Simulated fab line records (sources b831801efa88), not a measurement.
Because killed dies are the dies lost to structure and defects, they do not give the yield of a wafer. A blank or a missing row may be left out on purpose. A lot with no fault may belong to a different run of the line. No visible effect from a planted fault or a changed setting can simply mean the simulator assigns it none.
fab line records -- flow sky130
[record] lots = 7, wafers = 21, last-day = 52
route steps=708 shown METAL4@602 CAP2M@603 PAD_OPEN@708
lots with no fault: from the same line, run without faults
start-h: the number of hours between the record's first day and the start of the first shown wafer of the lot -- wait-h: time in hours since the lot's previous step -- " the same as in the row above -- L1.1+2: several wafers, shown together as one row -- - no value, or no start given -- * or withheld: withheld -- < > ~ a bound
route shown NAME@n: NAME is a module with steps in the file, n the number in the route of the first one -- usual: the fault-free wafers' mean and standard deviation -- same: alike in all rows -- chamber/n: place in a boat -- sites: per-site readings -- _std_site: standard deviation of those values -- _edge_site: inner sites' mean taken away from outer sites' mean -- radius-mm: how far each site lies from the wafer's centre -- mask NAME#n: copy n -- behind: tool/chamber where the wafer was last shaped -- hold: why the lot was held/for how many hours/how that ended -- device: the n, p or np transistor that did not switch -- end of line: tests of these same wafers at the route's end -- where a step has no rows: the recipe by itself -- killed: dies that structure and defects cost at the first sort, which is not the same as the wafer's yield -- map: a wafer's dies, x killed, . not, _ none there
set.NAME: the run value of the setting; set.NAME@STEP: its run value at that earlier step -- model.NAME: the simulator's own value behind a step, which no gauge read
a table for each step, a row for each wafer; lots at some steps of the route
services: a tool's chamber out of use, with start hour (start-h, from the record's first day; less than 0 if before it), hours out, and reason
[[steps]]
[step SKY_METAL4_SPUTTER_04]
[recipe] material = TiN, target-thk-nm = 70, power-w = 6500, time-s = 58.3, chamber-pressure-pa = 0.4
[usual] throttle-valve-pct = 29.7/1
lot.wafer,tool,chamber,start-h,wait-h,throttle-valve-pct
L163.2,pvd-sputter-01,-,932.96,0.0,31.0
L163.4,pvd-sputter-01,-,932.96,0.0,28.4
L163.5,pvd-sputter-01,-,932.96,0.0,31.4
L162.1,pvd-sputter-02,-,934.81,0.0,29.1
L162.3,pvd-sputter-02,-,934.81,0.0,29.8
L162.6,pvd-sputter-02,-,934.81,0.0,30.3
L164.3,pvd-sputter-02,-,941.43,0.0,30.0
L164.5,pvd-sputter-02,-,941.43,0.0,30.0
L164.6,pvd-sputter-02,-,941.43,0.0,29.9
L165.1,pvd-sputter-01,-,949.76,0.0,28.6
L165.3,pvd-sputter-01,-,949.76,0.0,31.5
L165.6,pvd-sputter-01,-,949.76,0.0,30.5
L166.2,pvd-sputter-01,-,957.91,0.0,29.2
L166.5,pvd-sputter-01,-,957.91,0.0,29.3
L166.6,pvd-sputter-01,-,957.91,0.0,31.4
L168.3,pvd-sputter-01,-,967.96,0.0,31.5
L168.4,pvd-sputter-01,-,967.96,0.0,30.9
L168.6,pvd-sputter-01,-,967.96,0.0,28.4
L174.1,pvd-sputter-03,-,1137.28,0.0,28.3
L174.5,pvd-sputter-03,-,1137.28,0.0,28.2
L174.6,pvd-sputter-03,-,1137.28,0.0,29.9
[step SKY_CAP2M_CVD_00]
[recipe] material = SiO2, target-thk-nm = 15.5, temp-c = 400, time-s = withheld, rf-w = 450
[usual] heater-power-w = 711/73
lot.wafer,tool,chamber,start-h,wait-h,heater-power-w
L163.2,pecvd-04,1,933.01,0.0,759
L163.4,pecvd-04,1,933.01,0.0,752
L163.5,pecvd-04,0,933.01,0.0,691
L162.1,pecvd-02,1,934.86,0.0,839
L162.3,pecvd-02,2,934.86,0.0,688
L162.6,pecvd-02,0,934.86,0.0,639
L164.3,pecvd-04,1,941.48,0.0,797
L164.5,pecvd-04,1,941.48,0.0,799
L164.6,pecvd-04,0,941.48,0.0,573
L165.1,pecvd-01,1,949.81,0.0,729
L165.3,pecvd-01,2,949.81,0.0,720
L165.6,pecvd-01,2,949.81,0.0,724
L166.2,pecvd-01,0,957.96,0.0,675
L166.5,pecvd-01,2,957.96,0.0,699
L166.6,pecvd-01,0,957.96,0.0,669
L168.3,pecvd-04,1,968.01,0.0,841
L168.4,pecvd-04,2,968.01,0.0,698
L168.6,pecvd-04,0,968.01,0.0,620
L174.1,pecvd-02,1,1137.33,0.0,738
L174.5,pecvd-02,1,1137.33,0.0,739
L174.6,pecvd-02,2,1137.33,0.0,656
[step SKY_CAP2M_THK_MEAS_01]
[recipe] reads = SiO2_of_CAP2M_CVD_00
[usual] CAP2M_CVD_00_THK = 15.42/0.24
lot.wafer,tool,chamber,start-h,wait-h,CAP2M_CVD_00_THK[nm]
L163.2,film-metro-03,-,933.05,-,15.25
L163.4,film-metro-03,-,933.05,-,15.55
L163.5,film-metro-03,-,933.05,-,15.51
L162.1,film-metro-04,-,934.88,-,15.29
L162.3,film-metro-04,-,934.88,-,15.38
L162.6,film-metro-04,-,934.88,-,15.16
L164.3,film-metro-04,-,941.52,-,15.34
L164.5,film-metro-04,-,941.52,-,15.48
L164.6,film-metro-04,-,941.52,-,15.68
L165.1,film-metro-03,-,949.83,-,15.16
L165.3,film-metro-03,-,949.83,-,15.38
L165.6,film-metro-03,-,949.83,-,15.58
L166.2,film-metro-04,-,957.99,-,15.27
L166.5,film-metro-04,-,957.99,-,15.63
L166.6,film-metro-04,-,957.99,-,15.48
L168.3,film-metro-02,-,968.05,-,15.10
L168.4,film-metro-02,-,968.05,-,15.65
L168.6,film-metro-02,-,968.05,-,15.64
L174.1,film-metro-03,-,1137.35,-,15.37
L174.5,film-metro-03,-,1137.35,-,15.58
L174.6,film-metro-03,-,1137.35,-,15.67
[step SKY_CAP2M_SPUTTER_02]
[recipe] material = TiN, target-thk-nm = 200, temp-c = 300, power-w = 6500, time-s = 166.7, chamber-pressure-pa = 0.4
[usual] throttle-valve-pct = 29.4/1.3
lot.wafer,tool,chamber,start-h,wait-h,throttle-valve-pct
L163.2,pvd-sputter-04,-,933.10,0.0,28.2
L163.4,pvd-sputter-04,-,933.10,0.0,28.4
L163.5,pvd-sputter-04,-,933.10,0.0,28.0
L162.1,pvd-sputter-01,-,934.94,0.1,29.2
L162.3,pvd-sputter-01,-,934.94,0.1,31.3
L162.6,pvd-sputter-01,-,934.94,0.1,28.5
L164.3,pvd-sputter-04,-,941.56,0.0,28.1
L164.5,pvd-sputter-04,-,941.56,0.0,28.2
L164.6,pvd-sputter-04,-,941.56,0.0,29.2
L165.1,pvd-sputter-02,-,949.89,0.1,29.7
L165.3,pvd-sputter-02,-,949.89,0.1,30.0
L165.6,pvd-sputter-02,-,949.89,0.1,29.2
L166.2,pvd-sputter-04,-,958.04,0.0,32.2
L166.5,pvd-sputter-04,-,958.04,0.0,28.8
L166.6,pvd-sputter-04,-,958.04,0.0,29.2
L168.3,pvd-sputter-02,-,968.09,0.0,30.1
L168.4,pvd-sputter-02,-,968.09,0.0,30.1
L168.6,pvd-sputter-02,-,968.09,0.0,29.9
L174.1,pvd-sputter-04,-,1137.41,0.1,32.2
L174.5,pvd-sputter-04,-,1137.41,0.1,29.0
L174.6,pvd-sputter-04,-,1137.41,0.1,28.0
[step SKY_CAP2M_RS_MEAS_03]
[recipe] thk-meas-gauge = four-point-probe, reads = TiN_of_CAP2M_SPUTTER_02
[usual] CAP2M_TIN_RS = 6.92/0.075
lot.wafer,tool,chamber,start-h,wait-h,CAP2M_TIN_RS[ohm/sq]
L163.2,film-metro-04,-,933.22,0.1,6.87
L163.4,film-metro-04,-,933.22,0.1,7.01
L163.5,film-metro-04,-,933.22,0.1,6.89
L162.1,film-metro-03,-,935.05,0.1,6.89
L162.3,film-metro-03,-,935.05,0.1,6.90
L162.6,film-metro-03,-,935.05,0.1,6.90
L164.3,film-metro-04,-,941.71,0.1,6.83
L164.5,film-metro-04,-,941.71,0.1,6.74
L164.6,film-metro-04,-,941.71,0.1,6.89
L165.1,film-metro-02,-,950.00,0.1,6.96
L165.3,film-metro-02,-,950.00,0.1,6.99
L165.6,film-metro-02,-,950.00,0.1,6.89
L166.2,film-metro-02,-,958.17,0.1,6.88
L166.5,film-metro-02,-,958.17,0.1,6.79
L166.6,film-metro-02,-,958.17,0.1,6.92
L168.3,film-metro-03,-,968.24,0.1,7.01
L168.4,film-metro-03,-,968.24,0.1,7.06
L168.6,film-metro-03,-,968.24,0.1,6.94
L174.1,film-metro-02,-,1137.52,0.1,6.86
L174.5,film-metro-02,-,1137.52,0.1,6.85
L174.6,film-metro-02,-,1137.52,0.1,6.86
[step SKY_CAP2M_THK_MEAS_04]
[recipe] thk-meas-gauge = xrf, reads = TiN_of_CAP2M_SPUTTER_02
[usual] CAP2M_TIN_THK = 198.6/2.2
lot.wafer,tool,chamber,start-h,wait-h,CAP2M_TIN_THK[nm]
L163.2,film-metro-04,-,933.33,0.1,199.9
L163.4,film-metro-04,-,933.33,0.1,195.8
L163.5,film-metro-04,-,933.33,0.1,199.3
L162.1,film-metro-03,-,935.17,0.1,198.6
L162.3,film-metro-03,-,935.17,0.1,198.0
L162.6,film-metro-03,-,935.17,0.1,197.7
L164.3,film-metro-04,-,941.81,0.1,199.8
L164.5,film-metro-04,-,941.81,0.1,203.5
L164.6,film-metro-04,-,941.81,0.1,198.4
L165.1,film-metro-02,-,950.12,0.1,197.7
L165.3,film-metro-02,-,950.12,0.1,196.7
L165.6,film-metro-02,-,950.12,0.1,199.4
L166.2,film-metro-02,-,958.28,0.1,199.7
L166.5,film-metro-02,-,958.28,0.1,202.7
L166.6,film-metro-02,-,958.28,0.1,198.5
L168.3,film-metro-03,-,968.34,0.1,193.7
L168.4,film-metro-03,-,968.34,0.1,194.0
L168.6,film-metro-03,-,968.34,0.1,196.8
L174.1,film-metro-02,-,1137.64,0.1,200.7
L174.5,film-metro-02,-,1137.64,0.1,200.8
L174.6,film-metro-02,-,1137.64,0.1,199.4
[step SKY_CAP2M_DEHYDRATE_05]
[recipe] temp-c = 200, time-s = 60
[step SKY_CAP2M_HMDS_06]
[recipe] prime-time-s = 60, prime-temp-c = 120
[step SKY_CAP2M_COAT_07]
[recipe] resist = NOVOLAK, spin-rpm = 3000, resist-thk-nm = 1140
[step SKY_CAP2M_SOFTBAKE_08]
[recipe] temp-c = 90, time-s = 60, resist = NOVOLAK
[step SKY_CAP2M_EXPOSE_09]
[recipe] mask-id = CAP2M, na = 0.6, source-shape = conventional, sigma-outer = 0.6, polarization = unpolarized, target-cd-nm = 1000, dose-mj = 159
[step SKY_CAP2M_PEB_10]
[recipe] temp-c = withheld, time-s = *, resist = NOVOLAK
[step SKY_CAP2M_DEVELOP_11]
[recipe] resist = NOVOLAK, developer = TMAH, develop-time-s = 60, dev-temp-c = 23
[usual] chill-plate-temp-C = 23.00/0.12, developer-temp-C = 22.98/0.098
lot.wafer,tool,chamber,start-h,wait-h,chill-plate-temp-C,developer-temp-C
L163.2,litho-track-01,0,957.94,0.1,23.07,22.82
L163.4,litho-track-01,0,957.94,0.1,23.16,22.76
L163.5,litho-track-01,0,957.94,0.1,23.06,22.95
L162.1,litho-track-03,0,960.14,0.1,22.69,23.06
L162.3,litho-track-03,0,960.14,0.1,22.86,23.09
L162.6,litho-track-03,0,960.14,0.1,22.82,23.04
L164.3,litho-track-03,0,965.94,0.1,23.07,25.44
L164.5,litho-track-03,0,965.94,0.1,22.81,25.45
L164.6,litho-track-03,0,965.94,0.1,22.92,25.27
L165.1,litho-track-03,0,973.89,0.1,23.04,25.38
L165.3,litho-track-03,0,973.89,0.1,23.09,25.36
L165.6,litho-track-03,0,973.89,0.1,23.05,25.36
L166.2,litho-track-04,0,983.78,0.1,22.98,23.10
L166.5,litho-track-04,0,983.78,0.1,22.96,23.07
L166.6,litho-track-04,0,983.78,0.1,23.01,23.04
L168.3,litho-track-03,0,993.24,0.1,22.89,25.37
L168.4,litho-track-03,0,993.24,0.1,23.18,25.38
L168.6,litho-track-03,0,993.24,0.1,23.06,25.37
L174.1,litho-track-04,0,1154.66,0.1,23.02,23.10
L174.5,litho-track-04,0,1154.66,0.1,22.96,23.02
L174.6,litho-track-04,0,1154.66,0.1,23.00,22.98
[step SKY_CAP2M_OVL_MEAS_12]
[usual] CAP2M_OVL = 0.3/1.3
lot.wafer,tool,chamber,start-h,wait-h,CAP2M_OVL[nm]
L163.2,overlay-01,-,958.07,0.1,0.4
L163.4,overlay-01,-,958.07,0.1,0.5
L163.5,overlay-01,-,958.07,0.1,-0.2
L162.1,overlay-01,-,960.29,0.1,0.3
L162.3,overlay-01,-,960.29,0.1,0.5
L162.6,overlay-01,-,960.29,0.1,0.1
L164.3,overlay-02,-,966.05,0.1,0.6
L164.5,overlay-02,-,966.05,0.1,1.5
L164.6,overlay-02,-,966.05,0.1,0.7
L165.1,overlay-01,-,974.04,0.1,-1.2
L165.3,overlay-01,-,974.04,0.1,-0.3
L165.6,overlay-01,-,974.04,0.1,-0.2
L166.2,overlay-01,-,983.91,0.1,1.4
L166.5,overlay-01,-,983.91,0.1,0.4
L166.6,overlay-01,-,983.91,0.1,-0.6
L168.3,overlay-01,-,993.35,0.1,-0.4
L168.4,overlay-01,-,993.35,0.1,-3.5
L168.6,overlay-01,-,993.35,0.1,-1.7
L174.1,overlay-01,-,1154.81,0.1,1.8
L174.5,overlay-01,-,1154.81,0.1,0.0
L174.6,overlay-01,-,1154.81,0.1,-0.6
[step SKY_CAP2M_METAL_ETCH_13]
[recipe] target-depth-nm = 220, stop-on = SiO2, chemistry = Cl2/BCl3, target = TiN, pressure-mtorr = 10, icp-w = 900, bias-w = 48.5, Cl2_flow_sccm = 60, bcl3-flow-sccm = 30, time-s = 62.9
[usual] drypump-motor-current-A = 6.0/0.48, oes-product-au = 0.940/0.0074, throttle-valve-pct = 21.903/0.0096
lot.wafer,tool,chamber,start-h,wait-h,drypump-motor-current-A,oes-product-au,rf-hours-counter-h,throttle-valve-pct,model.CAP2M.cd-nm
L163.2,rie-metal-03,0,958.10,0.0,5.1,0.950,16,21.900,1001
L163.4,rie-metal-03,0,958.10,0.0,5.2,0.933,-,21.905,1003
L163.5,rie-metal-03,1,958.10,0.0,5.6,0.944,-,21.898,1004
L162.1,rie-metal-02,1,960.32,0.0,6.1,0.945,15,21.886,1000
L162.3,rie-metal-02,1,960.32,0.0,6.2,0.944,-,21.911,1002
L162.6,rie-metal-02,0,960.32,0.0,6.4,0.940,-,21.893,1001
L164.3,rie-metal-03,1,966.10,0.0,5.6,0.932,-,21.885,1004
L164.5,rie-metal-03,1,966.10,0.0,5.6,0.953,-,21.875,1003
L164.6,rie-metal-03,0,966.10,0.0,5.1,0.941,-,21.872,1006
L165.1,rie-metal-02,1,974.07,0.0,6.1,0.934,16,21.911,1010
L165.3,rie-metal-02,1,974.07,0.0,6.1,0.938,-,21.904,1008
L165.6,rie-metal-02,0,974.07,0.0,6.5,0.942,-,21.900,1009
L166.2,rie-metal-02,0,983.94,0.0,6.5,0.940,14,21.919,1002
L166.5,rie-metal-02,0,983.94,0.0,6.5,0.952,-,21.895,999.9
L166.6,rie-metal-02,1,983.94,0.0,6.2,0.948,-,21.904,1004
L168.3,rie-metal-04,1,993.40,0.0,5.6,0.930,-,21.914,1010
L168.4,rie-metal-04,0,993.40,0.0,6.4,0.923,-,21.903,1005
L168.6,rie-metal-04,1,993.40,0.0,5.6,0.937,-,21.897,1007
L174.1,rie-metal-03,0,1154.84,0.0,5.1,0.941,26,21.913,997.1
L174.5,rie-metal-03,1,1154.84,0.0,5.6,0.947,-,21.898,998.2
L174.6,rie-metal-03,0,1154.84,0.0,5.1,0.949,-,21.890,999.6
[step SKY_CAP2M_STRIP_14]
[recipe] chemistry = O2/N2, power-w = 1400, pressure-mtorr = 1500, platen-temp-c = withheld, o2-flow-sccm = 3000, n2-flow-sccm = 300, overash-fraction = 0.5
[usual] drypump-motor-current-A = 5.83/0.2, oes-product-au = 0.710/0.0041, strip-time-to-endpoint-s = 12.67/0.047
lot.wafer,tool,chamber,start-h,wait-h,drypump-motor-current-A,oes-product-au,rf-hours-counter-h,strip-time-to-endpoint-s
L163.2,plasma-asher-02,0,958.18,0.1,5.95,0.709,52,12.64
L163.4,plasma-asher-02,0,958.18,0.1,5.96,0.712,-,12.64
L163.5,plasma-asher-02,1,958.18,0.1,5.97,0.707,-,12.61
L162.1,plasma-asher-03,0,960.40,0.1,5.84,0.714,114,12.71
L162.3,plasma-asher-03,1,960.40,0.1,6.17,0.711,-,12.60
L162.6,plasma-asher-03,0,960.40,0.1,5.85,0.703,-,12.65
L164.3,plasma-asher-04,1,966.19,0.1,5.88,0.705,-,12.72
L164.5,plasma-asher-04,0,966.19,0.1,5.57,0.710,-,12.69
L164.6,plasma-asher-04,1,966.19,0.1,5.87,0.713,-,12.80
L165.1,plasma-asher-04,0,974.15,0.1,5.55,0.708,22,12.66
L165.3,plasma-asher-04,0,974.15,0.1,5.56,0.709,-,12.66
L165.6,plasma-asher-04,0,974.15,0.1,5.56,0.709,-,12.62
L166.2,plasma-asher-04,0,984.02,0.1,5.55,0.713,23,12.63
L166.5,plasma-asher-04,0,984.02,0.1,5.57,0.707,-,12.63
L166.6,plasma-asher-04,1,984.02,0.1,5.88,0.713,-,12.62
L168.3,plasma-asher-04,1,993.49,0.1,5.90,0.716,-,12.63
L168.4,plasma-asher-04,0,993.49,0.1,5.56,0.709,-,12.67
L168.6,plasma-asher-04,1,993.49,0.1,5.87,0.709,-,12.62
L174.1,plasma-asher-04,1,1154.92,0.1,5.90,0.711,42,12.68
L174.5,plasma-asher-04,0,1154.92,0.1,5.55,0.707,-,12.64
L174.6,plasma-asher-04,1,1154.92,0.1,5.90,0.711,-,12.66
[step SKY_PAD_OPEN_PROBE_99]
[usual] defect-limited-yield = 82.5/1.9, killed_at_M0_to_M3 = 43/7, killed_at_M4_up = 2.7/1.6, killed-at-contacts = 24/5.3, killed-at-front-end = 16/4.6, killed-at-other = 0.3/0.53, killed-dies = 86/9.3, killed-open = 47/6.9, killed-short = 38/6.1, sort_bin_3_pad_short = 0.9/0.4, sort_bin_5_function = 10.3/1.4, sort_bin_6_memory = 6.3/1.1, sort-n-pass = 406/9.3, sort-yield-pct = 82.5/1.9
[same] gross-dies = 492, killed-at-back-side = 0, sort_bin_4_leakage[%] = 0, sort_bin_8_speed[%] = 0
lot.wafer,tool,chamber,start-h,wait-h,defect-limited-yield[%],killed_at_M0_to_M3,killed_at_M4_up,killed-at-contacts,killed-at-front-end,killed-at-other,killed-dies,killed-open,killed-short,sort_bin_3_pad_short[%],sort_bin_5_function[%],sort_bin_6_memory[%],sort-n-pass,sort-yield-pct[%]
L163.2,prober-02,-,1078.86,0.1,82.5,41,3,29,13,0,86,43,43,0.6,10.6,6.3,406,82.5
L163.4,prober-02,-,1078.96,0.2,83.3,48,3,19,11,1,82,44,38,0.4,10.0,6.3,410,83.3
L163.5,prober-02,-,1079.01,0.2,80.9,51,3,26,14,0,94,57,37,1.0,11.6,6.5,398,80.9
L162.1,prober-01,-,1080.31,0.1,80.3,58,2,19,18,0,97,54,43,1.2,11.8,6.7,395,80.3
L162.3,prober-01,-,1080.41,0.2,80.5,49,4,22,21,0,96,48,48,1.2,12.2,6.1,396,80.5
L162.6,prober-01,-,1080.56,0.2,81.7,46,2,22,20,0,90,51,39,1.0,11.0,6.3,402,81.7
L164.3,prober-02,-,1083.36,0.2,82.7,51,4,14,16,0,85,46,39,0.6,12.0,4.7,407,82.7
L164.5,prober-02,-,1083.46,0.2,83.9,39,0,16,23,1,79,47,32,1.4,9.6,5.1,413,83.9
L164.6,prober-02,-,1083.51,0.2,83.9,51,1,13,14,0,79,48,31,1.0,8.5,6.5,413,83.9
L165.1,prober-01,-,1090.31,0.1,84.6,34,5,27,10,0,76,37,38,1.0,8.5,5.9,416,84.6
L165.3,prober-01,-,1090.41,0.2,85.2,37,3,22,11,0,73,35,37,0.4,9.6,4.9,419,85.2
L165.6,prober-01,-,1090.56,0.2,82.1,34,1,31,22,0,88,46,41,1.0,11.4,5.5,404,82.1
L166.2,prober-02,-,1097.75,0.1,82.7,41,4,16,24,0,85,38,47,1.0,10.2,6.1,407,82.7
L166.5,prober-02,-,1097.90,0.2,84.1,38,4,20,16,0,78,38,40,1.0,8.5,6.3,414,84.1
L166.6,prober-02,-,1097.95,0.2,80.3,53,2,27,15,0,97,56,41,1.4,10.2,8.1,395,80.3
L168.3,prober-02,-,1103.96,0.2,80.9,48,2,28,16,0,94,58,36,0.6,11.2,7.3,398,80.9
L168.4,prober-02,-,1104.01,0.2,82.9,40,2,26,16,0,84,45,39,0.8,11.4,4.9,408,82.9
L168.6,prober-02,-,1104.11,0.2,82.9,37,3,27,17,0,84,46,38,1.0,9.6,6.5,408,82.9
L174.1,prober-02,-,1242.76,0.1,81.7,44,3,27,16,0,90,47,43,1.0,8.7,8.5,402,81.7
L174.5,prober-02,-,1242.96,0.2,81.5,37,2,31,19,2,91,51,39,0.2,12.0,6.3,401,81.5
L174.6,prober-02,-,1243.01,0.2,84.8,33,3,24,14,1,75,35,39,1.0,9.3,4.9,417,84.8
// killed by level:class
L163.2 LI_CONTACT:geometric-particle:open=10 VIA1:geometric-particle:open=9 METAL2:geometric-particle:short=7 LI_CONTACT:geometric-particle:short=6 LOCAL_INTERCONNECT:geometric-particle:short=6 POLY_GATE:geometric-particle:short=5 CONTACT:geometric-particle:open=5 VIA3:geometric-particle:open=5
L163.4 METAL2:geometric-particle:short=9 VIA1:geometric-particle:open=9 VIA3:geometric-particle:open=9 LI_CONTACT:geometric-particle:open=6 VIA2:geometric-particle:open=6 CONTACT:geometric-particle:open=5 METAL1:geometric-particle:short=5 LI_CONTACT:geometric-particle:short=4
L163.5 VIA1:geometric-particle:open=12 LI_CONTACT:geometric-particle:open=10 VIA3:geometric-particle:open=9 VIA2:geometric-particle:open=8 CONTACT:geometric-particle:open=7 METAL2:geometric-particle:short=7 LI_CONTACT:geometric-particle:short=4 METAL1:geometric-particle:short=4
L162.1 VIA1:geometric-particle:open=12 VIA2:geometric-particle:open=11 POLY_GATE:geometric-particle:short=8 VIA3:geometric-particle:open=8 LI_CONTACT:geometric-particle:open=7 METAL1:geometric-particle:open=6 METAL1:geometric-particle:short=5 METAL2:geometric-particle:short=5
L162.3 VIA1:geometric-particle:open=13 FIELD_ISO:geometric-particle:open=8 CONTACT:geometric-particle:open=8 FIELD_ISO:geometric-particle:short=7 VIA1:geometric-particle:short=7 METAL2:geometric-particle:short=7 LI_CONTACT:geometric-particle:open=6 METAL1:geometric-particle:short=5
L162.6 VIA1:geometric-particle:open=19 CONTACT:geometric-particle:short=8 CONTACT:geometric-particle:open=7 VIA3:geometric-particle:open=6 FIELD_ISO:geometric-particle:open=5 METAL2:geometric-particle:short=5 FIELD_ISO:geometric-particle:short=4 POLY_GATE:geometric-particle:open=4
L164.3 VIA1:geometric-particle:open=19 VIA2:geometric-particle:open=9 POLY_GATE:geometric-particle:open=6 VIA1:geometric-particle:short=6 VIA2:geometric-particle:short=5 FIELD_ISO:geometric-particle:short=4 METAL4:geometric-particle:short=4 CONTACT:geometric-particle:short=4
L164.5 POLY_GATE:geometric-particle:open=8 VIA1:geometric-particle:open=8 CONTACT:geometric-particle:open=8 VIA3:geometric-particle:open=6 VIA2:geometric-particle:open=5 METAL1:geometric-particle:short=5 POLY_GATE:geometric-particle:short=4 VIA2:geometric-particle:short=4
L164.6 VIA1:geometric-particle:open=19 METAL2:geometric-particle:short=7 FIELD_ISO:geometric-particle:open=5 POLY_GATE:geometric-particle:open=5 METAL1:geometric-particle:short=5 LI_CONTACT:geometric-particle:open=4 LI_CONTACT:geometric-particle:short=4 VIA1:geometric-particle:short=4
L165.1 CONTACT:geometric-particle:open=11 METAL1:geometric-particle:short=8 LOCAL_INTERCONNECT:geometric-particle:short=5 LI_CONTACT:geometric-particle:open=4 METAL4:geometric-particle:short=4 METAL2:geometric-particle:short=4 VIA1:geometric-particle:open=4 FIELD_ISO:geometric-particle:open=3
L165.3 VIA1:geometric-particle:open=10 CONTACT:geometric-particle:open=8 VIA3:geometric-particle:open=6 METAL1:geometric-particle:short=5 METAL2:geometric-particle:short=5 LI_CONTACT:geometric-particle:short=4 VIA2:geometric-particle:open=4 POLY_CUT:geometric-particle:short=3
L165.6 CONTACT:geometric-particle:open=12 CONTACT:geometric-particle:short=9 VIA1:geometric-particle:open=7 POLY_GATE:geometric-particle:short=6 VIA3:geometric-particle:open=6 METAL2:geometric-particle:short=6 FIELD_ISO:geometric-particle:short=5 LI_CONTACT:geometric-particle:open=5
L166.2 VIA2:geometric-particle:open=8 METAL1:geometric-particle:short=8 FIELD_ISO:geometric-particle:open=7 CONTACT:geometric-particle:short=7 VIA3:geometric-particle:open=5 POLY_GATE:geometric-particle:short=4 POLY_GATE:geometric-particle:open=4 VIA1:geometric-particle:short=4
L166.5 VIA1:geometric-particle:open=11 METAL2:geometric-particle:short=8 LOCAL_INTERCONNECT:geometric-particle:short=5 LI_CONTACT:geometric-particle:open=5 METAL1:geometric-particle:short=5 FIELD_ISO:geometric-particle:open=4 CONTACT:geometric-particle:open=4 VIA2:geometric-particle:short=4
L166.6 VIA1:geometric-particle:open=14 CONTACT:geometric-particle:open=11 LI_CONTACT:geometric-particle:open=8 METAL2:geometric-particle:short=8 METAL1:geometric-particle:short=7 VIA3:geometric-particle:open=7 POLY_GATE:geometric-particle:open=5 FIELD_ISO:geometric-particle:open=4
L168.3 VIA3:geometric-particle:open=14 VIA1:geometric-particle:open=12 CONTACT:geometric-particle:open=11 LI_CONTACT:geometric-particle:open=8 VIA2:geometric-particle:open=6 POLY_GATE:geometric-particle:short=5 METAL2:geometric-particle:short=5 POLY_GATE:geometric-particle:open=4
L168.4 CONTACT:geometric-particle:open=10 CONTACT:geometric-particle:short=9 METAL1:geometric-particle:short=8 VIA1:geometric-particle:short=7 VIA1:geometric-particle:open=7 FIELD_ISO:geometric-particle:open=6 VIA3:geometric-particle:open=5 LI_CONTACT:geometric-particle:open=4
L168.6 LI_CONTACT:geometric-particle:open=11 CONTACT:geometric-particle:open=11 VIA3:geometric-particle:open=7 FIELD_ISO:geometric-particle:short=5 VIA2:geometric-particle:open=5 POLY_GATE:geometric-particle:short=5 METAL3:geometric-particle:short=5 METAL1:geometric-particle:short=4
L174.1 VIA1:geometric-particle:open=13 VIA3:geometric-particle:open=9 CONTACT:geometric-particle:open=8 VIA1:geometric-particle:short=7 POLY_GATE:geometric-particle:short=6 CONTACT:geometric-particle:short=6 LOCAL_INTERCONNECT:geometric-particle:short=5 POLY_GATE:geometric-particle:open=4
L174.5 LI_CONTACT:geometric-particle:open=13 CONTACT:geometric-particle:open=8 VIA1:geometric-particle:open=7 VIA3:geometric-particle:open=7 CONTACT:geometric-particle:short=6 METAL3:geometric-particle:short=6 SPACER:geometric-particle:short=5 METAL1:geometric-particle:short=5
L174.6 CONTACT:geometric-particle:open=8 VIA1:geometric-particle:open=8 VIA2:geometric-particle:open=6 CONTACT:geometric-particle:short=5 METAL1:geometric-particle:short=5 FIELD_ISO:geometric-particle:short=4 LI_CONTACT:geometric-particle:short=4 VIA3:geometric-particle:short=4
[[services]]
tool,chamber,start-h,hours,kind
pecvd-01,-,910.38,0.8,repair
rie-metal-04,0,920.32,3.0,repair
pecvd-04,-,927.56,0.9,repair
pecvd-01,-,929.44,14.6,pm
plasma-asher-04,-,931.85,0.4,repair
pvd-sputter-01,-,964.51,0.8,repair
pecvd-02,-,964.99,2.8,pm
pvd-sputter-04,-,975.92,9.6,repair
pecvd-02,1,976.02,17.7,repair
rie-metal-02,1,988.70,3.0,repair
plasma-asher-02,-,1012.44,1.7,repair
pecvd-04,-,1027.15,2.8,pm
plasma-asher-03,-,1055.25,9.0,pm
plasma-asher-04,-,1056.93,1.0,repair
pecvd-02,-,1059.67,1.7,repair
plasma-asher-03,-,1073.15,11.7,repair
pecvd-01,-,1076.34,0.6,repair
pecvd-04,0,1081.26,3.5,repair
plasma-asher-03,-,1095.26,8.2,repair
pecvd-04,-,1099.78,0.5,repair
rie-metal-02,-,1104.68,2.4,repair
pecvd-02,-,1111.59,0.7,repair
plasma-asher-04,-,1118.63,1.7,repair
pvd-sputter-02,-,1130.53,8.0,repair
[[key]]
[first-sign] step = SKY_CAP2M_DEVELOP_11, reading = developer-temp-C, direction = up, sigmas = 25, usual = *, struck = *
effect none on later readings
[model-effect] step = SKY_CAP2M_METAL_ETCH_13, value = CAP2M.cd-nm, without = 999.6, struck = 1007
met-at SKY_CAP2M_DEVELOP_11
struck-wafers L164.3,L164.5,L164.6,L165.1,L165.3,L165.6,L168.3,L168.4,L168.6
onset-between 960.14 965.94
[fault] kind = process-parameter-drift, tool = litho-track-03, chamber = -, onset-h = 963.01, steps = SKY_CAP2M_DEVELOP_11, channel = dev-temp-c, offset = *, shape = step, end-h = 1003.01, acts-in = *, stated = *
